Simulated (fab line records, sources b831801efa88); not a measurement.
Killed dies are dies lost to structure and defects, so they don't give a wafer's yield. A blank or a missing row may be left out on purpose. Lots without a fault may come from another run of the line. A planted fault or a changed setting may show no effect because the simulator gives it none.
fab line records | flow gf180mcu
record lots=5 wafers=23
route steps=602 shown V3@429 V4@480 MIM@507 M5@528
start_h: hours from the record's first day to the start of the lot's first wafer shown | wait_h: hours since the lot's step before | " the same as in the row above | L1.1+2: a row that stands for several wafers | - no value, or no start given | * or withheld: withheld | < > ~ a bound
route shown NAME@n: a module of which the file shows steps, and the number in the route of the first | usual: mean/standard deviation of fault-free wafers | same: alike in all rows | chamber/n: place in a boat | sites: the reading at each site | _std_site: their standard deviation | _edge_site: outer sites' mean less inner sites' | radius_mm: how far each site lies from the wafer's centre | mask NAME#n: copy n | behind: the tool/chamber that last shaped the wafer | hold: why the lot was held/for how many hours/how that ended | device: the transistor (n, p or np) that didn't switch | end of line: the same wafers' tests at the end of the route | a step without rows: its recipe alone | killed: dies lost to structure and defects at the first sort, not the wafer's yield | map: a wafer's dies, x killed, . not, _ none there
set.NAME: the setting as run; set.NAME@STEP: as run at that earlier step | model.NAME: the simulator's own value behind a step, which no gauge read
lots whose settings were changed on purpose; a table a step, a row a wafer
## steps
# step GF_V3_CVD_00
# recipe material=SiO2 target_thk_nm=600 sigma_open_frac=0.3 temp_c=400 time_s=100 sih4_flow_sccm=60 pressure_mtorr=6
# columns lot.wafer tool chamber start_h wait_h set.sih4_flow_sccm model.SiO2_of_V3_CVD_00.thk_nm
L077.2 hdpcvd-02 1 520.77 0.0 60 585.8
L077.3 " 2 " " 52.96 530.2
L077.4 " 2 " " 60 601.6
L077.5 " 1 " " 52.96 522.4
L077.6 " 0 " " 60 602.5
L076.1 hdpcvd-02 1 523.06 0.0 57.36 567.1
L076.2 " 0 " " 57.36 579.2
L076.3 " 2 " " 57.36 565.3
L076.5 " 1 " " 60 594.7
L076.6 " 2 " " 60 599.6
L081.2 hdpcvd-02 0 556.31 0.0 60 610.3
L081.3 " 1 " " 60 601.6
L081.4 " 1 " " 60 593.9
L080.2 hdpcvd-02 2 561.77 0.0 60 610.2
L080.3 " 0 " " 60 605.4
L080.4 " 0 " " 55.77 565.4
L080.5 " 2 " " 60 612.4
L080.6 " 1 " " 55.77 558.2
L083.2 hdpcvd-02 1 571.72 0.0 60 601.5
L083.3 " 0 " " 60 616
L083.4 " 1 " " 68.36 683.2
L083.5 " 2 " " 68.36 694.5
L083.6 " 0 " " 68.36 699.2
# step GF_V3_THK_MEAS_01
# recipe reads=SiO2_of_V3_CVD_00
# usual V3_CVD_00_THK=600/6.6
# columns lot.wafer tool chamber start_h wait_h set.sih4_flow_sccm@V3_CVD_00 V3_CVD_00_THK[nm]
L077.2 film_metro-03 - 520.85 0.0 60 586
L077.3 " - " " 52.96 530
L077.4 " - " " 60 602
L077.5 " - " " 52.96 522
L077.6 " - " " 60 602
L076.1 film_metro-04 - 523.13 0.0 57.36 567
L076.2 " - " " 57.36 580
L076.3 " - " " 57.36 565
L076.5 " - " " 60 595
L076.6 " - " " 60 599
L081.2 film_metro-04 - 556.39 0.0 60 610
L081.3 " - " " 60 602
L081.4 " - " " 60 594
L080.2 film_metro-03 - 561.85 0.0 60 610
L080.3 " - " " 60 606
L080.4 " - " " 55.77 565
L080.5 " - " " 60 612
L080.6 " - " " 55.77 558
L083.2 film_metro-04 - 571.80 0.0 60 601
L083.3 " - " " 60 616
L083.4 " - " " 68.36 684
L083.5 " - " " 68.36 695
L083.6 " - " " 68.36 699
# step GF_V3_CVD_23
# recipe material=W target_thk_nm=350 time_s=104.9 temp_c=400 pressure_torr=40
# columns lot.wafer tool chamber start_h wait_h set.temp_c model.W_of_V3_CVD_23.thk_nm
L077.2 cvd_w-02 1 544.88 0.0 409.2 413.5
L077.3 " 1 " " 409.2 414.7
L077.4 " 0 " " 409.2 417
L077.5 " 1 " " 400 351.9
L077.6 " 0 " " 400 356
L076.1 cvd_w-02 0 546.88 0.0 409.5 417.8
L076.2 " 1 " " 400 350.6
L076.3 " 1 " " 409.5 416.3
L076.5 " 0 " " 400 352.9
L076.6 " 1 " " 400 349.9
L081.2 cvd_w-02 1 579.33 0.0 400 345.3
L081.3 " 0 " " 400 349.6
L081.4 " 1 " " 400 349
L080.2 cvd_w-02 1 585.08 0.0 400 347
L080.3 " 0 " " 407.9 404
L080.4 " 1 " " 407.9 399.1
L080.5 " 1 " " 407.9 401
L080.6 " 0 " " 400 351.2
L083.2 cvd_w-01 0 595.23 0.0 400 350.1
L083.3 " 0 " " 404.9 383.1
L083.4 " 1 " " 400 351.7
L083.5 " 1 " " 404.9 388.2
L083.6 " 0 " " 400 344.4
# step GF_V3_RS_MEAS_24
# recipe thk_meas_gauge=four-point-probe reads=W_of_V3_CVD_23+TiN_of_V3_SPUTTER_22+Ti_of_V3_SPUTTER_21
# usual V3_W_RS=0.327/0.0033
# columns lot.wafer tool chamber start_h wait_h set.temp_c@V3_CVD_23 V3_W_RS[ohm/sq]
L077.2 film_metro-04 - 545.01 0.1 409.2 0.276
L077.3 " - " " 409.2 0.275
L077.4 " - " " 409.2 0.273
L077.5 " - " " 400 0.324
L077.6 " - " " 400 0.322
L076.1 film_metro-04 - 547.00 0.1 409.5 0.274
L076.2 " - " " 400 0.326
L076.3 " - " " 409.5 0.275
L076.5 " - " " 400 0.325
L076.6 " - " " 400 0.327
L081.2 film_metro-02 - 579.46 0.1 400 0.332
L081.3 " - " " 400 0.328
L081.4 " - " " 400 0.329
L080.2 film_metro-04 - 585.21 0.1 400 0.329
L080.3 " - " " 407.9 0.283
L080.4 " - " " 407.9 0.287
L080.5 " - " " 407.9 0.285
L080.6 " - " " 400 0.326
L083.2 film_metro-02 - 595.36 0.1 400 0.328
L083.3 " - " " 404.9 0.299
L083.4 " - " " 400 0.326
L083.5 " - " " 404.9 0.295
L083.6 " - " " 400 0.334
# step GF_V3_THK_MEAS_25
# recipe thk_meas_gauge=xrf reads=W_of_V3_CVD_23
# usual V3_W_THK=344/4.9
# columns lot.wafer tool chamber start_h wait_h set.temp_c@V3_CVD_23 V3_W_THK[nm]
L077.2 film_metro-04 - 545.12 0.1 409.2 409
L077.3 " - " " 409.2 408
L077.4 " - " " 409.2 412
L077.5 " - " " 400 348
L077.6 " - " " 400 351
L076.1 film_metro-04 - 547.12 0.1 409.5 412
L076.2 " - " " 400 346
L076.3 " - " " 409.5 409
L076.5 " - " " 400 348
L076.6 " - " " 400 347
L081.2 film_metro-02 - 579.57 0.1 400 340
L081.3 " - " " 400 342
L081.4 " - " " 400 342
L080.2 film_metro-04 - 585.32 0.1 400 341
L080.3 " - " " 407.9 396
L080.4 " - " " 407.9 390
L080.5 " - " " 407.9 393
L080.6 " - " " 400 344
L083.2 film_metro-02 - 595.47 0.1 400 343
L083.3 " - " " 404.9 374
L083.4 " - " " 400 344
L083.5 " - " " 404.9 377
L083.6 " - " " 400 338
# step GF_V3_CMP_26
# recipe stop_on=SiO2 down_force_psi=3.5 platen_rpm=60 t_overpolish_s=15 target_thk_nm=0 pad_velocity_m_s=0.94248
# usual time_to_endpoint_s=86/3.4
# columns lot.wafer tool chamber start_h wait_h set.temp_c@V3_CVD_23 time_to_endpoint_s
L077.2 cmp-02 1 545.17 0.0 409.2 105
L077.3 " 3 " " 409.2 99
L077.4 " 0 " " 409.2 100
L077.5 " 1 " " 400 86
L077.6 " 2 " " 400 90
L076.3 cmp-02 0 547.18 0.0 409.5 97
L076.1 " 1 " " 409.5 98
L076.2 " 2 " " 400 84
L076.6 " 0 " " 400 81
L076.5 " 1 " " 400 84
L081.2 cmp-01 1 579.97 0.4 400 83
L081.3 " 2 " " 400 89
L081.4 " 0 " " 400 90
L080.2 cmp-02 1 585.37 0.0 400 84
L080.3 " 3 " " 407.9 95
L080.4 " 0 " " 407.9 93
L080.6 " 1 " " 400 81
L080.5 " 2 " " 407.9 101
L083.2 cmp-02 0 595.52 0.0 400 85
L083.3 " 1 " " 404.9 95
L083.4 " 2 " " 400 89
L083.5 " 0 " " 404.9 97
L083.6 " 1 " " 400 86
# step GF_V4_CMP_04
# recipe material=SiO2 down_force_psi=4 platen_rpm=60 pad_velocity_m_s=0.94248
# columns lot.wafer tool chamber start_h wait_h set.leave_above_ref_nm model.SiO2_of_V4_CVD_02.thk_nm
L077.2 cmp-01 1 568.48 0.1 632.5 632.3
L077.4 " 2 " " 632.5 634.6
L077.3 " 3 " " 663.2 664.1
L077.5 " 0 " " 663.2 666
L077.6 " 1 " " 663.2 662.1
L076.3 cmp-01 1 570.87 0.2 675.6 675.1
L076.1 " 2 " " 632.5 632.8
L076.2 " 3 " " 675.6 676.5
L076.6 " 0 " " 632.5 633.7
L076.5 " 1 " " 675.6 674.9
L081.3 cmp-02 0 602.68 0.0 632.5 632.7
L081.2 " 1 " " 632.5 633.2
L081.4 " 2 " " 632.5 632.8
L080.4 cmp-01 0 607.79 0.1 632.5 633.2
L080.2+3 " 1,2 " " 632.5 632.5
L080.5 " 3 " " 632.5 633.9
L080.6 " 0 " " 632.5 633.5
L083.3 cmp-02 1 617.75 0.0 587.6 588.4
L083.4 " 2 " " 632.5 633.1
L083.2 " 0 " " 632.5 634
L083.6 " 1 " " 587.6 590.1
L083.5 " 2 " " 632.5 634.4
# step GF_V4_PEB_12
# recipe peb_temp_c=135 peb_time_s=90 resist=KrF
# columns lot.wafer tool chamber start_h wait_h set.peb_temp_c
L077.2+3 litho_track-02 0 - - 138.5
L077.4+5+6 " 0 " " 135
L076.1+2 litho_track-02 0 - - 135
L076.3+5+6 " 0 " " 131.6
L081.2+3+4 litho_track-03 0 - - 135
L080.2+4+5 litho_track-04 0 - - 135
L080.3+6 " 0 " " 131.3
L083.2+4 litho_track-03 0 - - 136.8
L083.3+5+6 " 0 " " 135
# step GF_V4_DEVELOP_13
# recipe develop_time_s=60 resist=KrF dev_temp_c=21
# step GF_V4_CD_MEAS_14
# recipe target_cd_nm=260
# usual cd_nm=259.8/1.1
# columns lot.wafer tool chamber start_h wait_h set.peb_temp_c@V4_PEB_12 cd_nm
L077.2 cd_sem-01 - 589.64 0.1 138.5 267.6
L077.3 " - " " 138.5 268.0
L077.4 " - " " 135 258.8
L077.5 " - " " 135 259.9
L077.6 " - " " 135 259.7
L076.1 cd_sem-01 - 592.27 0.1 135 258.3
L076.2 " - " " 135 259.2
L076.3 " - " " 131.6 247.9
L076.5 " - " " 131.6 247.7
L076.6 " - " " 131.6 247.1
L081.2 cd_sem-01 - 623.18 0.1 135 260.6
L081.3 " - " " 135 260.9
L081.4 " - " " 135 259.7
L080.2 cd_sem-01 - 628.68 0.1 135 258.9
L080.3 " - " " 131.3 247.3
L080.4 " - " " 135 258.0
L080.5 " - " " 135 259.9
L080.6 " - " " 131.3 248.0
L083.2 cd_sem-01 - 638.58 0.1 136.8 265.7
L083.3 " - " " 135 260.2
L083.4 " - " " 136.8 264.4
L083.5 " - " " 135 258.3
L083.6 " - " " 135 260.6
# step GF_V4_ETCH_16
# recipe chemistry=N2/H2 target_depth_a=withheld overetch_a=withheld time_s=withheld target=BARC ion_energy_ev=200 source_w=500 bias_w=100 pressure_mtorr=30 n2_flow_sccm=100 h2_flow_sccm=200
# columns lot.wafer tool chamber start_h wait_h set.peb_temp_c@V4_PEB_12 model.V4.cd_nm
L077.2 rie_diel-04 0 589.77 0.0 138.5 267.8
L077.3 " 2 " " 138.5 268.6
L077.4 " 1 " " 135 258.8
L077.5 " 1 " " 135 259.8
L077.6 " 2 " " 135 260.1
L076.1 rie_diel-02 0 592.42 0.0 135 257.6
L076.2 " 3 " " 135 260.4
L076.3 " 1 " " 131.6 246.8
L076.5 " 3 " " 131.6 249
L076.6 " 0 " " 131.6 245.8
L081.2 rie_diel-04 0 623.32 0.0 135 261.4
L081.3 " 2 " " 135 262.1
L081.4 " 1 " " 135 259
L080.2 rie_diel-04 3 628.81 0.0 135 258.7
L080.3 " 0 " " 131.3 247.7
L080.4 " 2 " " 135 258.8
L080.5 " 1 " " 135 259.6
L080.6 " 0 " " 131.3 248.8
L083.2 rie_diel-04 3 638.72 0.0 136.8 265.6
L083.3 " 1 " " 135 259.7
L083.4 " 2 " " 136.8 265.2
L083.5 " 2 " " 135 258.7
L083.6 " 3 " " 135 259.9
# step GF_V4_ETCH_17
# recipe chemistry=C4F8/O2/Ar mask_material=KrF target=SiO2 stop_on=TiN source_w=1500 bias_w=1200 pressure_mtorr=40 c4f8_flow_sccm=withheld O2_flow_sccm=6 Ar_flow_sccm=300 time_s=withheld target_depth_a=6300
# usual oes_product_au=0.856/0.0043
# columns lot.wafer tool chamber start_h wait_h set.source_w set.leave_above_ref_nm@V4_CMP_04 oes_product_au model.V4.feature_depth_nm
L077.2 rie_diel-04 0 - - 1408 632.5 0.851 632.3
L077.3 " 2 " " 1500 663.2 0.876 664.1
L077.4 " 1 " " 1408 632.5 0.860 634.6
L077.5 " 1 " " 1500 663.2 0.880 666
L077.6 " 2 " " 1408 663.2 0.884 662.1
L076.1 rie_diel-02 0 - - 1500 632.5 0.857 632.8
L076.2 " 3 " " 1357 675.6 0.881 676.5
L076.3 " 1 " " 1500 675.6 0.891 675.1
L076.5 " 3 " " 1357 675.6 0.879 674.9
L076.6 " 0 " " 1500 632.5 0.860 633.7
L081.2 rie_diel-04 0 - - 1500 632.5 0.856 633.2
L081.3 " 2 " " 1500 632.5 0.861 632.7
L081.4 " 1 " " 1500 632.5 0.850 632.8
L080.2 rie_diel-04 3 - - 1450 632.5 0.848 632.5
L080.3 " 0 " " 1500 632.5 0.851 632.5
L080.4 " 2 " " 1450 632.5 0.853 633.2
L080.5 " 1 " " 1500 632.5 0.859 633.9
L080.6 " 0 " " 1450 632.5 0.858 633.5
L083.2 rie_diel-04 3 - - 1500 632.5 0.859 634
L083.3 " 1 " " 1500 587.6 0.832 588.4
L083.4 " 2 " " 1500 632.5 0.858 633.1
L083.5 " 2 " " 1500 632.5 0.855 634.4
L083.6 " 3 " " 1500 587.6 0.823 590.1
# step GF_V4_SPUTTER_22
# recipe material=TiN target_thk_nm=10 chamber_pressure_pa=5 power_w=4000 time_s=40
# columns lot.wafer tool chamber start_h wait_h set.power_w model.TiN_of_V4_SPUTTER_22.thk_nm
L077.2 pvd_sputter-03 - 590.56 0.0 3862 9.682
L077.3 " - " " 4000 10.1
L077.4 " - " " 3862 9.598
L077.5 " - " " 3862 9.669
L077.6 " - " " 4000 10.03
L076.1 pvd_sputter-02 - 593.17 0.0 4000 10.08
L076.2 " - " " 3817 9.619
L076.3 " - " " 3817 9.596
L076.5 " - " " 4000 10
L076.6 " - " " 4000 9.91
L081.2 pvd_sputter-04 - 624.04 0.0 4000 9.983
L081.3 " - " " 4000 9.866
L081.4 " - " " 4000 10.03
L080.2 pvd_sputter-02 - 629.55 0.0 4000 9.657
L080.3 " - " " 4000 9.828
L080.4 " - " " 4000 9.862
L080.5 " - " " 4000 9.749
L080.6 " - " " 4000 9.729
L083.2 pvd_sputter-02 - 639.53 0.1 4000 9.872
L083.3 " - " " 4193 10.38
L083.4 " - " " 4193 10.31
L083.5 " - " " 4193 10.34
L083.6 " - " " 4000 9.88
# step GF_MIM_SPUTTER_04
# recipe material=TiN target_thk_nm=50 power_w=6500 time_s=41.7 chamber_pressure_pa=0.4
# columns lot.wafer tool chamber start_h wait_h set.time_s model.TiN_of_MIM_SPUTTER_04.thk_nm
L077.2 pvd_sputter-02 - 591.37 0.0 41.7 49.33
L077.3 " - " " 41.7 49.91
L077.4 " - " " 41.7 49
L077.5 " - " " 41.7 50.44
L077.6 " - " " 41.7 49.22
L076.1 pvd_sputter-03 - 593.98 0.0 37.88 44.42
L076.2 " - " " 37.88 44.26
L076.3 " - " " 41.7 49.62
L076.5 " - " " 37.88 44.68
L076.6 " - " " 41.7 49.08
L081.2 pvd_sputter-01 - 624.85 0.0 41.7 49.46
L081.3 " - " " 41.7 49.44
L081.4 " - " " 41.7 49.64
L080.2 pvd_sputter-01 - 630.37 0.0 44.74 54.47
L080.3 " - " " 44.74 54.44
L080.4 " - " " 41.7 50.34
L080.5 " - " " 41.7 51.18
L080.6 " - " " 41.7 50.92
L083.2 pvd_sputter-02 - 640.38 0.0 41.7 50.32
L083.3 " - " " 41.7 50.08
L083.4 " - " " 41.7 51.21
L083.5 " - " " 41.7 50.1
L083.6 " - " " 41.7 50.43
# step GF_MIM_EXPOSE_16
# recipe mask_id=FuseTop target_cd_nm=2000 na=0.6 source_shape=conventional sigma_outer=0.6 dose_mj=140
# columns lot.wafer tool chamber start_h wait_h mask set.dose_mj
L077.2+3+4 iline_stepper-02 0 - - FuseTop#0 140
L077.5+6 " 0 " " FuseTop#0 148.9
L076.1+2+6 iline_stepper-02 0 - - FuseTop#0 140
L076.3+5 " 0 " " FuseTop#0 132.2
L081.2+3+4 iline_stepper-02 0 - - FuseTop#0 140
L080.2+5 iline_stepper-01 0 - - FuseTop#0 140
L080.3+4+6 " 0 " " FuseTop#0 135.4
L083.2+5 iline_stepper-01 0 - - FuseTop#0 134.3
L083.3+4+6 " 0 " " FuseTop#0 140
# step GF_MIM_PEB_17
# recipe temp_c=withheld time_s=* resist=NOVOLAK
# step GF_MIM_DEVELOP_18
# recipe develop_time_s=60 dev_temp_c=23
# step GF_MIM_METAL_ETCH_19
# recipe chemistry=Cl2/BCl3 mask_material=NOVOLAK stop_on=Si3N4 target_depth_nm=324.5 pressure_mtorr=8 icp_w=800 bias_w=140 Cl2_flow_sccm=80 bcl3_flow_sccm=40 time_s=54.1
# columns lot.wafer tool chamber start_h wait_h set.dose_mj@MIM_EXPOSE_16 model.MIM.cd_nm
L077.2+3+4 rie_metal-02 0,1,0 612.41 0.1 140 1999
L077.5 " 0 " " 148.9 1980
L077.6 " 1 " " 148.9 1982
L076.1 rie_metal-01 0 614.56 0.1 140 2005
L076.2 " 1 " " 140 2002
L076.3 " 0 " " 132.2 2019
L076.5 " 1 " " 132.2 2017
L076.6 " 0 " " 140 2006
L081.2+3+4 rie_metal-01 0,1,0 644.91 0.1 140 1999
L080.2 rie_metal-01 0 650.56 0.1 140 2002
L080.3 " 1 " " 135.4 2007
L080.4 " 0 " " 135.4 2011
L080.5 " 1 " " 140 1996
L080.6 " 0 " " 135.4 2014
L083.2 rie_metal-04 0 659.71 0.1 134.3 2007
L083.3+4 " 1,0 " " 140 1992
L083.5 " 1 " " 134.3 2006
L083.6 " 0 " " 140 1994
# step GF_M5_COAT_02
# recipe resist=KrF spin_rpm=withheld resist_thk_nm=1000
# columns lot.wafer tool chamber start_h wait_h set.resist_thk_nm model.KrF_of_M5_COAT_02.thk_nm
L077.2 litho_track-04 0 623.23 0.1 1000 1003
L077.3 " 0 " " 949.8 951.9
L077.4 " 0 " " 1000 1002
L077.5 " 0 " " 949.8 953.9
L077.6 " 0 " " 949.8 951.8
L076.1 litho_track-04 0 624.81 0.1 953.9 951.6
L076.2 " 0 " " 1000 996.4
L076.3 " 0 " " 953.9 949.4
L076.5 " 0 " " 1000 997.8
L076.6 " 0 " " 1000 996.6
L081.2 litho_track-04 0 655.28 0.1 1000 1002
L081.3+4 " 0 " " 1000 1001
L080.2 litho_track-01 0 660.55 0.1 1000 994.3
L080.3 " 0 " " 978.7 976.7
L080.4 " 0 " " 978.7 979.8
L080.5 " 0 " " 1000 999.5
L080.6 " 0 " " 1000 998.3
L083.2 litho_track-03 0 670.03 0.1 969.3 971.9
L083.3+4 " 0 " " 1000 1001
L083.5 " 0 " " 969.3 970.8
L083.6 " 0 " " 969.3 972.2
# step GF_M5_SOFTBAKE_03
# recipe temp_c=130 time_s=60 resist=KrF
# columns lot.wafer tool chamber start_h wait_h set.temp_c
L077.2+5+6 litho_track-04 0 623.38 0.1 129
L077.3+4 " 0 " " 130
L076.1+3+6 litho_track-04 0 624.96 0.1 127.4
L076.2+5 " 0 " " 130
L081.2+3+4 litho_track-04 0 655.43 0.1 130
L080.2+3+5 litho_track-01 0 660.70 0.1 126.2
L080.4+6 " 0 " " 130
L083.2+3+5 litho_track-03 0 670.18 0.1 130
L083.4+6 " 0 " " 128.4
# step GF_M5_EXPOSE_04
# recipe mask_id=Metal5 target_cd_nm=280 na=0.68 source_shape=conventional sigma_outer=0.6 dose_mj=28
# step GF_M5_PEB_05
# recipe peb_temp_c=135 peb_time_s=90 resist=KrF
# step GF_M5_ETCH_09
# recipe chemistry=CF4/O2 target=Si3N4 target_depth_nm=52 source_w=800 bias_w=150 pressure_mtorr=150 cf4_flow_sccm=80 O2_flow_sccm=10 time_s=11.6
# step GF_M5_METAL_ETCH_10
# recipe chemistry=Cl2/BCl3 mask_material=KrF target_depth_nm=627.5 stop_on=SiO2 pressure_mtorr=8 icp_w=800 bias_w=140 Cl2_flow_sccm=80 bcl3_flow_sccm=40 time_s=99.81
# step GF_M5_STRIP_11
# recipe chemistry=O2/N2 power_w=1400 pressure_mtorr=1500 platen_temp_c=250 o2_flow_sccm=3000 n2_flow_sccm=300 overash_fraction=0.5
# usual oes_product_au=0.549/0.005 strip_time_to_endpoint_s=7.64/0.042
# columns lot.wafer tool chamber start_h wait_h set.resist_thk_nm@M5_COAT_02 oes_product_au strip_time_to_endpoint_s
L077.2 plasma_asher-04 0 633.71 0.2 1000 0.549 7.69
L077.3 " 1 " " 949.8 0.529 7.19
L077.4 " 0 " " 1000 0.551 7.66
L077.5 " 0 " " 949.8 0.529 7.23
L077.6 " 1 " " 949.8 0.532 7.19
L076.1 plasma_asher-04 0 634.90 0.1 953.9 0.526 7.21
L076.2 " 1 " " 1000 0.544 7.67
L076.3 " 1 " " 953.9 0.531 7.19
L076.5 " 0 " " 1000 0.551 7.65
L076.6 " 1 " " 1000 0.561 7.68
L081.2 plasma_asher-04 0 665.47 0.1 1000 0.556 7.71
L081.3 " 1 " " 1000 0.558 7.69
L081.4 " 0 " " 1000 0.552 7.62
L080.2 plasma_asher-01 1 670.95 0.1 1000 0.541 7.64
L080.3 " 1 " " 978.7 0.542 7.45
L080.4 " 0 " " 978.7 0.530 7.38
L080.5 " 0 " " 1000 0.556 7.65
L080.6 " 1 " " 1000 0.547 7.63
L083.2 plasma_asher-04 0 679.42 0.1 969.3 0.534 7.34
L083.3 " 0 " " 1000 0.549 7.68
L083.4 " 1 " " 1000 0.560 7.65
L083.5 " 0 " " 969.3 0.526 7.38
L083.6 " 1 " " 969.3 0.541 7.37
## key
split step=GF_V3_CVD_00 setting=sih4_flow_sccm stated=60 by=wafer
response step=GF_V3_CVD_00 reading=model.SiO2_of_V3_CVD_00.thk_nm change=+6.09 per=1% r=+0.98
response step=GF_V3_THK_MEAS_01 reading=V3_CVD_00_THK change=+6.12 per=1% r=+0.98
split step=GF_V3_CVD_23 setting=temp_c stated=400 by=wafer
response step=GF_V3_CVD_23 reading=model.W_of_V3_CVD_23.thk_nm change=+27.3 per=1% r=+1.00
response step=GF_V3_RS_MEAS_24 reading=V3_W_RS change=-0.0219 per=1% r=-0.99
response step=GF_V3_THK_MEAS_25 reading=V3_W_THK change=+26.3 per=1% r=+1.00
response step=GF_V3_CMP_26 reading=time_to_endpoint_s change=* per=1% r=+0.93
split step=GF_V4_CMP_04 setting=leave_above_ref_nm stated=632.5 by=wafer
response step=GF_V4_CMP_04 reading=model.SiO2_of_V4_CVD_02.thk_nm change=+6.25 per=1% r=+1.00
response step=GF_V4_ETCH_17 reading=oes_product_au change=+0.00413 per=1% r=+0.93
response step=GF_V4_ETCH_17 reading=model.V4.feature_depth_nm change=+6.25 per=1% r=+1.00
split step=GF_V4_PEB_12 setting=peb_temp_c stated=135 by=wafer
response step=GF_V4_CD_MEAS_14 reading=cd_nm change=+3.93 per=1% r=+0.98
response step=GF_V4_ETCH_16 reading=model.V4.cd_nm change=+4.01 per=1% r=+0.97
split step=GF_V4_ETCH_17 setting=source_w stated=1500 by=wafer
response none clear
split step=GF_V4_SPUTTER_22 setting=power_w stated=4000 by=wafer
response step=GF_V4_SPUTTER_22 reading=model.TiN_of_V4_SPUTTER_22.thk_nm change=+0.0972 per=1% r=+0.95
split step=GF_MIM_SPUTTER_04 setting=time_s stated=41.7 by=wafer
response step=GF_MIM_SPUTTER_04 reading=model.TiN_of_MIM_SPUTTER_04.thk_nm change=+0.521 per=1% r=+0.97
split step=GF_MIM_EXPOSE_16 setting=dose_mj stated=140 by=wafer
response step=GF_MIM_METAL_ETCH_19 reading=model.MIM.cd_nm change=-2.85 per=1% r=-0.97
split step=GF_M5_COAT_02 setting=resist_thk_nm stated=1000 by=wafer
response step=GF_M5_COAT_02 reading=model.KrF_of_M5_COAT_02.thk_nm change=+9.89 per=1% r=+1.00
response step=GF_M5_STRIP_11 reading=oes_product_au change=+0.00501 per=1% r=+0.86
response step=GF_M5_STRIP_11 reading=strip_time_to_endpoint_s change=* per=1% r=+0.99
split step=GF_M5_SOFTBAKE_03 setting=temp_c stated=130 by=wafer
response none clear
